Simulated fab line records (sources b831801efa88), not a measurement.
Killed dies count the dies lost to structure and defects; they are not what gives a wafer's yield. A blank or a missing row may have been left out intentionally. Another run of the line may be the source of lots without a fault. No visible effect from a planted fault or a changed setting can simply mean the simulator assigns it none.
fab line records    flow sky130    part 1 of 2: steps 1 to 27 of 38
[record] lots = 5  wafers = 15  lastDay = 51
route steps=708 shown LOCAL_INTERCONNECT@399 CONTACT@406 METAL1@434
lots with no fault: from the same line, run without faults
startH: the number of hours between the record's first day and the start of the first shown wafer of the lot    waitH: time in hours since the lot's previous step    " same as the row above    L1.1+2: a row that stands for several wafers    - either no value or no given start    * or withheld: withheld    < > ~ a bound
route shown NAME@n: a module of which the file shows steps, and the number in the route of the first    usual: average and standard deviation across the fault-free wafers    same: alike in all rows    chamber/n: place in a boat    sites: each site's reading    _std_site: standard deviation across them    _edge_site: mean of outer sites minus mean of inner sites    radiusMm: how far each site lies from the wafer's centre    mask NAME#n: copy n    behind: the most recent tool/chamber to have shaped the wafer    hold: why the lot was held/for how many hours/how that ended    device: names the non-switching transistor (n, p or np)    end of line: tests run on the same wafers once the route is complete    for a step that has no rows: nothing shown but its recipe    killed: not the wafer's yield, but the dies lost to structure and defects at the first sort    map: dies across one wafer; x = killed, . = not, _ = none there
set.NAME: the setting the step ran with; set.NAME@STEP: the setting that earlier step ran with    model.NAME: the simulator's own value behind a step, which no gauge read
lots seen at some steps along the route; tables by step, rows by wafer
services: the hour from which a tool's chamber was out of use, counted from the record's first day as startH (under 0 if before that day), plus the number of hours and why
[[steps]]
[step SKY_LOCAL_INTERCONNECT_OVL_MEAS_12]
[usual] LOCAL_INTERCONNECT_OVL = 5/5
lot.wafer  tool        chamber  startH  waitH  LOCAL_INTERCONNECT_OVL[nm]
L080.1     overlay-02  -        786.58  0.1    -2
L080.5     "           -        "       "      1
L080.6     "           -        "       "      4
L083.1     overlay-01  -        817.60  0.1    -1
L083.2     "           -        "       "      2
L083.3     "           -        "       "      6
L088.1     overlay-02  -        862.50  0.1    2
L088.5     "           -        "       "      5
L088.6     "           -        "       "      2
L096.3     overlay-01  -        900.33  0.1    -2
L096.4     "           -        "       "      11
L096.6     "           -        "       "      8
L097.1     overlay-01  -        907.02  0.1    -2
L097.4     "           -        "       "      -2
L097.6     "           -        "       "      1
[step SKY_LOCAL_INTERCONNECT_ETCH_13]
[recipe] chemistry = N2/H2  target = BARC  ionEnergyEv = 200  biasW = 100  pressureMtorr = 30  n2FlowSccm = 100  h2FlowSccm = 200  icpW = 500  stopOn = SiO2  timeS = 45.9  targetDepthA = 600
[usual] drypumpMotorCurrentA = 5.5/0.48  h2FlowSccm = 200.0/0.68  oesProductAu = 0.855/0.0049  throttleValvePct = 13.224/0.0089
[same] timeS = 45.9
lot.wafer  tool         chamber  startH  waitH  drypumpMotorCurrentA  h2FlowSccm  oesProductAu  rfHoursCounterH  throttleValvePct
L080.1     rieMetal-03  0        786.62  0.0    5.8                   200.2       0.860         13               13.230
L080.5     "            0        "       "      5.8                   199.4       0.852         -                13.226
L080.6     "            1        "       "      4.7                   198.7       0.858         -                13.219
L083.1     rieMetal-03  1        817.64  0.0    4.6                   201.2       0.866         11               13.238
L083.2     "            0        "       "      5.8                   199.6       0.854         14               13.232
L083.3     "            1        "       "      4.7                   200.6       0.857         -                13.235
L088.1     rieMetal-04  0        862.54  0.0    5.3                   199.5       0.858         2                13.234
L088.5     "            0        "       "      5.3                   199.7       0.847         -                13.234
L088.6     "            1        "       "      5.5                   199.9       0.856         -                13.229
L096.3     rieMetal-03  0        900.37  0.0    5.8                   200.5       0.858         -                13.240
L096.4     "            1        "       "      4.7                   199.7       0.850         -                13.222
L096.6     "            0        "       "      5.8                   200.7       0.863         -                13.219
L097.1     rieMetal-03  1        907.06  0.0    4.6                   201.0       0.857         14               13.213
L097.4     "            1        "       "      4.7                   200.2       0.848         -                13.228
L097.6     "            0        "       "      5.8                   199.7       0.852         -                13.235
[step SKY_LOCAL_INTERCONNECT_METAL_ETCH_14]
[recipe] targetDepthNm = 110  stopOn = PSG  chemistry = Cl2/BCl3  target = TiN  resistSidewallDeg = 88  pressureMtorr = 10  icpW = 900  biasW = 48.5  Cl2_flow_sccm = 60  bcl3FlowSccm = 30  timeS = 31.4
[usual] drypumpMotorCurrentA = 5.5/0.48  mfcCl2Sccm = 60.00/0.19  oesProductAu = 0.940/0.0081  throttleValvePct = 21.902/0.011
[same] timeS = 31.4
lot.wafer  tool         chamber  startH  waitH  drypumpMotorCurrentA  mfcCl2Sccm  oesProductAu  rfHoursCounterH  throttleValvePct
L080.1     rieMetal-03  0        786.68  0.0    5.8                   60.02       0.936         13               21.912
L080.5     "            0        "       "      5.8                   59.85       0.941         -                21.891
L080.6     "            1        "       "      4.7                   60.00       0.928         -                21.904
L083.1     rieMetal-03  1        817.70  0.0    4.6                   59.96       0.939         11               21.912
L083.2     "            0        "       "      5.8                   60.35       0.943         14               21.896
L083.3     "            1        "       "      4.6                   59.72       0.933         -                21.901
L088.1     rieMetal-04  0        862.60  0.0    5.3                   60.23       0.936         2                21.904
L088.5     "            0        "       "      5.3                   60.31       0.936         -                21.895
L088.6     "            1        "       "      5.5                   60.02       0.943         -                21.909
L096.3     rieMetal-03  0        900.43  0.0    5.8                   59.85       0.926         -                21.915
L096.4     "            1        "       "      4.7                   60.21       0.932         -                21.902
L096.6     "            0        "       "      5.8                   59.65       0.947         -                21.903
L097.1     rieMetal-03  1        907.12  0.0    4.6                   60.23       0.935         14               21.908
L097.4     "            1        "       "      4.7                   60.22       0.942         -                21.889
L097.6     "            0        "       "      5.8                   60.29       0.926         -                21.895
[step SKY_LOCAL_INTERCONNECT_STRIP_15]
[recipe] chemistry = O2/N2  powerW = 1400  pressureMtorr = 1500  platenTempC = withheld  o2FlowSccm = 3000  n2FlowSccm = 300  overashFraction = 0.5
[usual] drypumpMotorCurrentA = 5.8/0.53  oesProductAu = 0.427/0.0046  stripTimeToEndpointS = 4.719/0.022
lot.wafer  tool            chamber  startH  waitH  drypumpMotorCurrentA  oesProductAu  rfHoursCounterH  stripTimeToEndpointS
L080.1     plasmaAsher-01  1        786.73  0.0    6.2                   0.426         37               4.688
L080.5     "               1        "       "      6.2                   0.426         -                4.681
L080.6     "               0        "       "      5.4                   0.434         -                4.690
L083.1     plasmaAsher-04  1        817.75  0.0    6.5                   0.430         96               4.724
L083.2     "               0        "       "      5.9                   0.420         96               4.766
L083.3     "               1        "       "      6.5                   0.425         -                4.721
L088.1     plasmaAsher-02  1        862.65  0.0    4.7                   0.430         3                4.748
L088.5     "               0        "       "      6.2                   0.427         -                4.703
L088.6     "               1        "       "      4.8                   0.428         -                4.737
L096.3     plasmaAsher-01  1        900.50  0.1    6.2                   0.427         -                4.726
L096.4     "               0        "       "      5.4                   0.431         -                4.698
L096.6     "               0        "       "      5.4                   0.417         -                4.719
L097.1     plasmaAsher-04  1        907.17  0.0    6.5                   0.428         106              4.703
L097.4     "               0        "       "      5.9                   0.424         -                4.706
L097.6     "               0        "       "      5.9                   0.429         -                4.725
[step SKY_LOCAL_INTERCONNECT_STRIP_16]
[recipe] chemistry = postEtchResidueRemover  timeS = 1200  tempC = 72.5
[same] timeS = 1200
lot.wafer   tool         chamber  startH  waitH
L080.1+5+6  wetBench-01  1        786.83  0.1
L083.1+2+3  wetBench-01  1        817.85  0.1
L088.1+5+6  wetBench-04  3        862.75  0.1
L096.3+4+6  wetBench-01  0        900.57  0.0
L097.1+4+6  wetBench-04  1        907.27  0.1
[step SKY_LOCAL_INTERCONNECT_CLEAN_17]
[recipe] chemistry = IPA  timeS = 180  tempC = 25
[same] timeS = 180
lot.wafer   tool         chamber  startH  waitH
L080.1+5+6  wetBench-03  3        787.17  0.0
L083.1+2+3  wetBench-04  2        818.22  0.0
L088.1+5+6  wetBench-01  1        863.09  0.0
L096.3+4+6  wetBench-04  2        900.94  0.0
L097.1+4+6  wetBench-04  2        907.61  0.0
[step SKY_LOCAL_INTERCONNECT_CLEAN_18]
[recipe] chemistry = O3/DIW  dry = n2Spin
lot.wafer   tool         chamber  startH  waitH
L080.1+5+6  wetBench-04  2        787.23  0.0
L083.1+2+3  wetBench-01  0        818.34  0.0
L088.1+5+6  wetBench-03  2        863.16  0.0
L096.3+4+6  wetBench-01  2        901.00  0.0
L097.1+4+6  wetBench-04  0        907.67  0.0
[step SKY_CONTACT_CVD_00]
[recipe] material = Si3N4  targetThkNm = 75  tempC = 400  timeS = withheld  rfW = 450
[usual] heaterPowerW = 649/72
lot.wafer  tool      chamber  startH  waitH  heaterPowerW
L080.1     pecvd-04  1        787.32  0.0    624
L080.5     "         2        "       "      653
L080.6     "         0        "       "      687
L083.1     pecvd-04  2        818.44  0.0    581
L083.2     "         0        "       "      742
L083.3     "         2        "       "      581
L088.1     pecvd-04  1        863.25  0.0    767
L088.5     "         1        "       "      596
L088.6     "         2        "       "      659
L096.3     pecvd-03  1        901.10  0.0    714
L096.4     "         2        "       "      699
L096.6     "         1        "       "      715
L097.1     pecvd-04  2        907.76  0.0    659
L097.4     "         2        "       "      646
L097.6     "         0        "       "      759
[step SKY_CONTACT_THK_MEAS_01]
[recipe] reads = Si3N4_of_CONTACT_CVD_00
[usual] CONTACT_CVD_00_THK = 75.0/0.95
lot.wafer  tool          chamber  startH  waitH  CONTACT_CVD_00_THK[nm]
L080.1     filmMetro-02  -        787.36  -      73.9
L080.5     "             -        "       "      75.8
L080.6     "             -        "       "      75.7
L083.1     filmMetro-02  -        818.49  -      73.3
L083.2     "             -        "       "      73.3
L083.3     "             -        "       "      74.8
L088.1     filmMetro-02  -        863.30  -      74.6
L088.5     "             -        "       "      75.3
L088.6     "             -        "       "      76.4
L096.3     filmMetro-01  -        901.16  -      75.0
L096.4     "             -        "       "      76.3
L096.6     "             -        "       "      76.1
L097.1     filmMetro-01  -        907.81  -      74.4
L097.4     "             -        "       "      75.6
L097.6     "             -        "       "      75.2
[step SKY_CONTACT_HDPCVD_02]
[recipe] material = SiO2  targetThkNm = 565  sigmaOpenFrac = 0.3  timeS = 94.2  tempC = 600  sih4FlowSccm = 60  pressureMtorr = 6
[same] timeS = 94.2
lot.wafer   tool       chamber  startH  waitH
L080.1+5+6  hdpcvd-01  0,1,2    787.42  0.1
L083.1+2+3  hdpcvd-02  1,2,0    818.55  0.1
L088.1+5+6  hdpcvd-02  1,0,2    863.36  0.1
L096.3+4+6  hdpcvd-01  1,0,2    901.20  0.0
L097.1+4+6  hdpcvd-02  2,1,2    907.87  0.1
[step SKY_CONTACT_THK_MEAS_03]
[recipe] reads = SiO2_of_CONTACT_HDPCVD_02
[usual] CONTACT_HDPCVD_THK = 563/6.2
lot.wafer  tool          chamber  startH  waitH  CONTACT_HDPCVD_THK[nm]
L080.1     filmMetro-01  -        787.49  0.0    569
L080.5     "             -        "       "      566
L080.6     "             -        "       "      569
L083.1     filmMetro-01  -        818.62  0.0    560
L083.2     "             -        "       "      561
L083.3     "             -        "       "      566
L088.1     filmMetro-04  -        863.43  0.0    558
L088.5     "             -        "       "      567
L088.6     "             -        "       "      564
L096.3     filmMetro-02  -        901.28  0.1    560
L096.4     "             -        "       "      565
L096.6     "             -        "       "      565
L097.1     filmMetro-04  -        907.94  0.0    560
L097.4     "             -        "       "      559
L097.6     "             -        "       "      559
[step SKY_CONTACT_CMP_04]
[recipe] material = SiO2  downForcePsi = 4  platenRpm = 60  padVelocityMS = 0.94248
[usual] motorCurrentA = 12.3/1.3  timeToEndpointS = 81/4.9
lot.wafer  tool    chamber  startH  waitH  motorCurrentA  timeToEndpointS
L080.1     cmp-01  1        787.65  0.1    12.0           85
L080.6     "       3        "       "      10.8           84
L080.5     "       0        "       "      11.6           77
L083.1     cmp-02  0        818.68  0.1    11.3           72
L083.2     "       2        "       "      11.7           72
L083.3     "       3        "       "      14.3           81
L088.1     cmp-02  3        863.59  0.1    15.0           80
L088.6     "       1        "       "      14.1           81
L088.5     "       2        "       "      12.8           79
L096.3     cmp-01  2        901.38  0.1    11.1           84
L096.4     "       3        "       "      10.5           86
L096.6     "       3        "       "      11.3           86
L097.4     cmp-01  2        908.05  0.1    11.7           78
L097.1     "       3        "       "      11.0           81
L097.6     "       2        "       "      10.9           80
[step SKY_CONTACT_BOW_MEAS_05]
[recipe] mode = bow
[usual] CONTACT_BOW = 83/7.1
lot.wafer  tool          chamber  startH  waitH  CONTACT_BOW[um]
L080.1     filmMetro-02  -        787.85  0.1    75
L080.5     "             -        "       "      86
L080.6     "             -        "       "      77
L083.1     filmMetro-01  -        818.98  0.2    85
L083.2     "             -        "       "      88
L083.3     "             -        "       "      85
L088.1     filmMetro-01  -        863.79  0.1    89
L088.5     "             -        "       "      85
L088.6     "             -        "       "      86
L096.3     filmMetro-04  -        901.72  0.3    78
L096.4     "             -        "       "      106
L096.6     "             -        "       "      70
L097.1     filmMetro-04  -        908.30  0.1    90
L097.4     "             -        "       "      87
L097.6     "             -        "       "      68
[step SKY_CONTACT_DEHYDRATE_06]
[recipe] tempC = 200  timeS = 60
[same] timeS = 60
lot.wafer   tool           chamber  startH  waitH
L080.1+5+6  lithoTrack-03  0        801.51  13.6
L083.1+2+3  lithoTrack-01  0        832.29  13.3
L088.1+5+6  lithoTrack-02  0        875.90  12.1
L096.3+4+6  lithoTrack-01  0        914.25  12.5
L097.1+4+6  lithoTrack-01  0        920.15  11.8
[step SKY_CONTACT_HMDS_07]
[recipe] primeTimeS = 60  primeTempC = 120
lot.wafer   tool           chamber  startH  waitH
L080.1+5+6  lithoTrack-03  0        801.66  0.1
L083.1+2+3  lithoTrack-01  0        832.44  0.1
L088.1+5+6  lithoTrack-02  0        876.05  0.1
L096.3+4+6  lithoTrack-01  0        914.40  0.1
L097.1+4+6  lithoTrack-01  0        920.30  0.1
[step SKY_CONTACT_COAT_08]
[recipe] resist = BARC  tempC = withheld  timeS = withheld  spinRpm = 3000  resistThkNm = 60
lot.wafer   tool           chamber  startH  waitH
L080.1+5+6  lithoTrack-03  0        801.81  0.1
L083.1+2+3  lithoTrack-01  0        832.59  0.1
L088.1+5+6  lithoTrack-02  0        876.20  0.1
L096.3+4+6  lithoTrack-01  0        914.55  0.1
L097.1+4+6  lithoTrack-01  0        920.45  0.1
[step SKY_CONTACT_COAT_09]
[recipe] resist = KrF-thick  spinRpm = 3000  resistThkNm = 450
lot.wafer   tool           chamber  startH  waitH
L080.1+5+6  lithoTrack-03  0        -       -
L083.1+2+3  lithoTrack-01  0        -       -
L088.1+5+6  lithoTrack-02  0        -       -
L096.3+4+6  lithoTrack-01  0        -       -
L097.1+4+6  lithoTrack-01  0        -       -
[step SKY_CONTACT_SOFTBAKE_10]
[recipe] tempC = 100  timeS = 90  resist = KrF-thick
[same] timeS = 90
lot.wafer   tool           chamber  startH  waitH
L080.1+5+6  lithoTrack-03  0        -       -
L083.1+2+3  lithoTrack-01  0        -       -
L088.1+5+6  lithoTrack-02  0        -       -
L096.3+4+6  lithoTrack-01  0        -       -
L097.1+4+6  lithoTrack-01  0        -       -
[step SKY_CONTACT_EXPOSE_11]
[recipe] maskId = CTM1  na = 0.8  sourceShape = annular  sigmaInner = 0.55  sigmaOuter = 0.85  targetCdNm = 170  doseMj = 38
[same] na = 0.8
lot.wafer   tool           chamber  startH  waitH  mask
L080.1+5+6  krfScanner-01  0        -       -      CTM1#0
L083.1+2+3  krfScanner-01  0        -       -      CTM1#0
L088.1+5+6  krfScanner-02  0        -       -      CTM1#0
L096.3+4+6  krfScanner-02  0        -       -      CTM1#0
L097.1+4+6  krfScanner-01  0        -       -      CTM1#0
[step SKY_CONTACT_PEB_12]
[recipe] pebTempC = withheld  pebTimeS = withheld  resist = KrF-thick
lot.wafer   tool           chamber  startH  waitH
L080.1+5+6  lithoTrack-01  0        -       -
L083.1+2+3  lithoTrack-02  0        -       -
L088.1+5+6  lithoTrack-01  0        -       -
L096.3+4+6  lithoTrack-01  0        -       -
L097.1+4+6  lithoTrack-01  0        -       -
[step SKY_CONTACT_DEVELOP_13]
[recipe] developTimeS = 60  resist = KrF-thick  devTempC = 21
lot.wafer   tool           chamber  startH  waitH
L080.1+5+6  lithoTrack-01  0        -       -
L083.1+2+3  lithoTrack-02  0        -       -
L088.1+5+6  lithoTrack-01  0        -       -
L096.3+4+6  lithoTrack-01  0        -       -
L097.1+4+6  lithoTrack-01  0        -       -
[step SKY_CONTACT_CD_MEAS_14]
[recipe] targetCdNm = 170
[usual] cdNm = 170.1/1.5
lot.wafer  tool      chamber  startH  waitH  cdNm
L080.1     cdSem-01  -        814.89  -      171.7
L080.5     "         -        "       "      173.0
L080.6     "         -        "       "      171.7
L083.1     cdSem-02  -        845.25  -      170.5
L083.2     "         -        "       "      170.8
L083.3     "         -        "       "      170.1
L088.1     cdSem-02  -        890.25  -      170.5
L088.5     "         -        "       "      170.8
L088.6     "         -        "       "      168.4
L096.3     cdSem-01  -        927.69  -      167.7
L096.4     "         -        "       "      168.6
L096.6     "         -        "       "      169.1
L097.1     cdSem-01  -        933.60  -      171.2
L097.4     "         -        "       "      170.3
L097.6     "         -        "       "      171.1
[step SKY_CONTACT_OVL_MEAS_15]
[usual] CONTACT_OVL = -1/5.3
lot.wafer  tool        chamber  startH  waitH  CONTACT_OVL[nm]
L080.1     overlay-01  -        815.01  0.1    -4
L080.5     "           -        "       "      0
L080.6     "           -        "       "      -2
L083.1     overlay-01  -        845.37  0.1    -2
L083.2     "           -        "       "      -4
L083.3     "           -        "       "      -10
L088.1     overlay-02  -        890.37  0.1    1
L088.5     "           -        "       "      1
L088.6     "           -        "       "      -8
L096.3     overlay-01  -        927.78  0.1    -4
L096.4     "           -        "       "      -4
L096.6     "           -        "       "      2
L097.1     overlay-01  -        933.72  0.1    -1
L097.4     "           -        "       "      5
L097.6     "           -        "       "      2
[step SKY_CONTACT_ETCH_16]
[recipe] chemistry = N2/H2  target = BARC  ionEnergyEv = 200  sourceW = 500  biasW = 100  pressureMtorr = 30  n2FlowSccm = 100  h2FlowSccm = 200  stopOn = SiO2  timeS = 45.9  targetDepthA = 600
[usual] drypumpMotorCurrentA = 5.9/0.49  h2FlowSccm = 200.1/0.48  oesProductAu = 0.854/0.0047  throttleValvePct = 13.223/0.0087
[same] timeS = 45.9
lot.wafer  tool        chamber  startH  waitH  drypumpMotorCurrentA  h2FlowSccm  oesProductAu  rfHoursCounterH  throttleValvePct
L080.1     rieDiel-04  0        815.05  0.0    6.7                   200.2       0.858         15               13.243
L080.5     "           0        "       "      6.7                   199.9       0.860         -                13.211
L080.6     "           1        "       "      6.5                   200.2       0.857         -                13.240
L083.1     rieDiel-04  2        845.41  0.0    6.5                   200.4       0.857         13               13.229
L083.2     "           1        "       "      6.5                   199.8       0.847         5                13.236
L083.3     "           3        "       "      4.9                   199.9       0.858         0                13.227
L088.1     rieDiel-04  2        890.40  0.0    6.5                   200.2       0.861         15               13.219
L088.5     "           0        "       "      6.7                   199.7       0.848         -                13.222
L088.6     "           3        "       "      4.9                   200.1       0.853         -                13.227
L096.3     rieDiel-02  3        927.80  0.0    5.3                   199.3       0.858         12               13.222
L096.4     "           0        "       "      5.3                   199.5       0.855         13               13.219
L096.6     "           0        "       "      5.3                   200.1       0.857         -                13.237
L097.1     rieDiel-01  3        933.75  0.0    6.3                   199.5       0.855         13               13.226
L097.4     "           2        "       "      6.2                   200.8       0.862         -                13.227
L097.6     "           0        "       "      5.9                   200.4       0.855         -                13.211
[step SKY_CONTACT_ETCH_17]
[recipe] target = SiO2  chemistry = C4F8/O2/Ar  stopOn = Si3N4  maskMaterial = KrF-thick  sourceW = 1500  biasW = 1200  pressureMtorr = 40  c4f8FlowSccm = withheld  O2_flow_sccm = 6  Ar_flow_sccm = 300  timeS = withheld  targetDepthA = 3400
[usual] oesProductAu = 0.892/0.0044
lot.wafer  tool        chamber  startH  waitH  oesProductAu
L080.1     rieDiel-04  0        815.09  0.0    0.897
L080.5     "           0        "       "      0.892
L080.6     "           1        "       "      0.896
L083.1     rieDiel-04  2        845.45  0.0    0.892
L083.2     "           1        "       "      0.892
L083.3     "           3        "       "      0.897
L088.1     rieDiel-04  3        890.44  0.0    0.893
L088.5     "           3        "       "      0.883
L088.6     "           0        "       "      0.891
L096.3     rieDiel-02  3        927.84  0.0    0.891
L096.4     "           0        "       "      0.893
L096.6     "           0        "       "      0.891
L097.1     rieDiel-01  3        933.79  0.0    0.891
L097.4     "           2        "       "      0.896
L097.6     "           0        "       "      0.884
[step SKY_CONTACT_ETCH_18]
[recipe] target = Si3N4  chemistry = CHF3/O2  stopOn = TiN  sourceW = 600  biasW = 200  pressureMtorr = 40  chf3FlowSccm = 50  O2_flow_sccm = 5  timeS = 39  targetDepthA = 750
[usual] drypumpMotorCurrentA = 5.9/0.49  oesProductAu = 0.855/0.0076  throttleValvePct = 8.792/0.0093
[same] timeS = 39
lot.wafer  tool        chamber  startH  waitH  drypumpMotorCurrentA  oesProductAu  rfHoursCounterH  throttleValvePct
L080.1     rieDiel-04  0        -       -      6.7                   0.840         15               8.791
L080.5     "           0        "       "      6.7                   0.862         -                8.794
L080.6     "           1        "       "      6.5                   0.853         -                8.788
L083.1     rieDiel-04  2        -       -      6.5                   0.841         13               8.780
L083.2     "           1        "       "      6.5                   0.846         5                8.778
L083.3     "           3        "       "      4.9                   0.850         0                8.797
L088.1     rieDiel-04  0        -       -      6.6                   0.852         17               8.792
L088.5     "           3        "       "      5.0                   0.865         -                8.802
L088.6     "           2        "       "      6.5                   0.867         -                8.800
L096.3     rieDiel-02  3        -       -      5.3                   0.856         12               8.789
L096.4     "           0        "       "      5.3                   0.857         13               8.784
L096.6     "           0        "       "      5.3                   0.864         -                8.794
L097.1     rieDiel-01  3        -       -      6.3                   0.855         13               8.770
L097.4     "           2        "       "      6.2                   0.861         -                8.785
L097.6     "           0        "       "      5.9                   0.850         -                8.797
[step SKY_CONTACT_STRIP_19]
[recipe] chemistry = O2/N2  powerW = 1400  pressureMtorr = 1500  platenTempC = withheld  o2FlowSccm = 3000  n2FlowSccm = 300  overashFraction = 0.5
[usual] drypumpMotorCurrentA = 6.0/0.37  oesProductAu = 0.380/0.0049  stripTimeToEndpointS = 3.601/0.027
lot.wafer  tool            chamber  startH  waitH  drypumpMotorCurrentA  oesProductAu  rfHoursCounterH  stripTimeToEndpointS
L080.1     plasmaAsher-03  1        815.18  -      6.2                   0.378         66               3.520
L080.5     "               1        "       "      6.2                   0.367         -                3.546
L080.6     "               0        "       "      5.6                   0.389         -                3.643
L083.1     plasmaAsher-03  0        845.54  -      5.6                   0.388         71               3.618
L083.2     "               1        "       "      6.2                   0.382         71               3.655
L083.3     "               0        "       "      5.6                   0.382         -                3.620
L088.1     plasmaAsher-01  0        890.53  -      5.4                   0.384         50               3.608
L088.5     "               1        "       "      6.2                   0.376         -                3.602
L088.6     "               0        "       "      5.4                   0.374         -                3.599
L096.3     plasmaAsher-03  0        927.97  -      5.6                   0.383         -                3.585
L096.4     "               1        "       "      6.2                   0.379         -                3.595
L096.6     "               0        "       "      5.6                   0.381         -                3.591
L097.1     plasmaAsher-03  0        933.88  -      5.6                   0.385         80               3.667
L097.4     "               0        "       "      5.6                   0.379         -                3.584
L097.6     "               1        "       "      6.3                   0.376         -                3.609
